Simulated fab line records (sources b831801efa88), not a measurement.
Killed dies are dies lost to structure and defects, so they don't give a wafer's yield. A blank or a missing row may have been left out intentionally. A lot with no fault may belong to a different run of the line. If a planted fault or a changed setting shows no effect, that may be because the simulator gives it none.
The tool behind it: which one?	flow sfq-line	20 wafers from 7 lots sampled at 2 of the route's 325 steps

WHAT THE GAUGES SHOWED, per wafer
SFQ_M1_RS_MEAS_909: measures by four-point-probe.
lot	measured	on	M1_NB_RS (ohm/sq)
L291	day 10 19:41	film-metro-03	0.888 0.902 0.893
L294	day 11 09:38	film-metro-01	0.890 0.905 0.900
L296	day 12 07:19	film-metro-02	0.885 0.893 0.891
L298	day 13 03:29	film-metro-01	0.900 0.904 0.910
L300	day 13 20:17	film-metro-02	0.908 0.916 0.921
L305	day 15 04:53	film-metro-02	0.959 0.876
L312	day 16 23:55	film-metro-01	0.911 0.897 0.882

TOOL THAT RAN EACH LOT (tool first, then ch and the chambers of the sampled wafers, then the start)
lot	SFQ_TRILAYER_M1_DEP_SPUTTER_037
L291	pvd-sputter-04, day 10 19:35
L294	pvd-sputter-04, day 11 09:32
L296	pvd-sputter-03, day 12 07:13
L298	pvd-sputter-04, day 13 03:24
L300	pvd-sputter-04, day 13 20:12
L305	pvd-sputter-04, day 15 04:46
L312	pvd-sputter-06, day 16 23:48
- SFQ_TRILAYER_M1_DEP_SPUTTER_037: material Nb, target thk 200 nm, time 133.3 s.

THE ANSWER, worked out from the rows above alone
Rule: the lots themselves supply what counts as usual. The widest of any qualifying gaps counts: lots, ordered by their means at a reading, are off when they make up no more than a third of the lots, leave a main group of 4 or more, and stand apart from it by 3 or more times the standard deviation of that group's means. If all means in a main group match to the digits the tables above print for the reading, that group is not used. Also off: a lot with no number at a reading for which 4 or more lots have one. The other lots that the step has rows for count as sound.
Across all readings shown, no lot is off: no conclusion can be drawn from this.

WHAT THE SIMULATOR HAD INSERTED
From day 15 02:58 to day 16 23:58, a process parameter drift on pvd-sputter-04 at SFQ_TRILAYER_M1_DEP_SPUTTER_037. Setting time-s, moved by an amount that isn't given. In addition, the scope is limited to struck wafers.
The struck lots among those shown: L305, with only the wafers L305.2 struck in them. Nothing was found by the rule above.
